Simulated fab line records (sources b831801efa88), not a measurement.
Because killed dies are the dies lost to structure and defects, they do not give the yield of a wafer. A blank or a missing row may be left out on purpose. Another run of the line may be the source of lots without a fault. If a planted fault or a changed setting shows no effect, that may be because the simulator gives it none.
Matching of chambers :: flow gf180mcu :: GF_CONTACT_ETCH_17 on rie_diel-04: 4 sister chambers
The step etches SiO2 in C4F8/O2/Ar, stops on CoSi2, target depth 860 nm. 14 wafers are shown with their chamber, then 7 later ones without.

== WAFERS PAIRED WITH THEIR CHAMBERS ==
wafer: L267.2
chamber: 0
oes_product_au (a.u.): 0.806

wafer: L267.3
chamber: 2
oes_product_au (a.u.): 0.812

wafer: L267.4
chamber: 3
oes_product_au (a.u.): 0.811

wafer: L268.2
chamber: 0
oes_product_au (a.u.): 0.815

wafer: L268.3
chamber: 3
oes_product_au (a.u.): 0.820

wafer: L268.6
chamber: 3
oes_product_au (a.u.): 0.814

wafer: L271.2
chamber: 0
oes_product_au (a.u.): 0.815

wafer: L271.3
chamber: 2
oes_product_au (a.u.): 0.812

wafer: L271.5
chamber: 1
oes_product_au (a.u.): 0.807

wafer: L274.1
chamber: 1
oes_product_au (a.u.): 0.818

wafer: L274.3
chamber: 0
oes_product_au (a.u.): 0.821

wafer: L274.4
chamber: 3
oes_product_au (a.u.): 0.819

wafer: L281.2
chamber: 2
oes_product_au (a.u.): 0.814

wafer: L281.3
chamber: 3
oes_product_au (a.u.): 0.821

SIGNATURES (averages over the wafers above)
reading: oes_product_au
chamber 0: 0.81425
chamber 1: 0.81250
chamber 2: 0.81267
chamber 3: 0.81700
scatter within a chamber: 0.00502
Rule: for each reading, subtract the chamber's mean from the wafer's reading, divide by that reading's scatter and square the result; add these up over the readings and take the root, which gives the wafer's distance from the chamber. The wafer belongs to the nearest chamber; if the next one is less than 2 further off, it can't be placed. The scatter is the square root of a quotient: the sum, over the shown wafers, of each reading's squared deviation from its chamber's mean, divided by wafers minus chambers.

== WAFERS WITH NO CHAMBER GIVEN ==
wafer: L281.4
oes_product_au (a.u.): 0.812

wafer: L283.1
oes_product_au (a.u.): 0.805

wafer: L283.4
oes_product_au (a.u.): 0.816

wafer: L283.6
oes_product_au (a.u.): 0.826

wafer: L284.2
oes_product_au (a.u.): 0.809

wafer: L284.4
oes_product_au (a.u.): 0.814

wafer: L284.5
oes_product_au (a.u.): 0.807

== EACH ONE'S CHAMBER ==
wafer: L281.4
from the rows above: can't be placed: 1 or 2 or 0 or 3
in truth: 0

wafer: L283.1
from the rows above: can't be placed: 1 or 2 or 0 or 3
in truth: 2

wafer: L283.4
from the rows above: can't be placed: 3 or 0 or 2 or 1
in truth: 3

wafer: L283.6
from the rows above: can't be placed: 3 or 0 or 2 or 1
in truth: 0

wafer: L284.2
from the rows above: can't be placed: 1 or 2 or 0 or 3
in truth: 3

wafer: L284.4
from the rows above: can't be placed: 0 or 2 or 1 or 3
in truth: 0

wafer: L284.5
from the rows above: can't be placed: 1 or 2 or 0 or 3
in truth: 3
Correctly placed: 0 of 7. Unplaceable from these rows: 7, with the true chamber sitting among the candidates in 7. Number placed wrongly: 0.
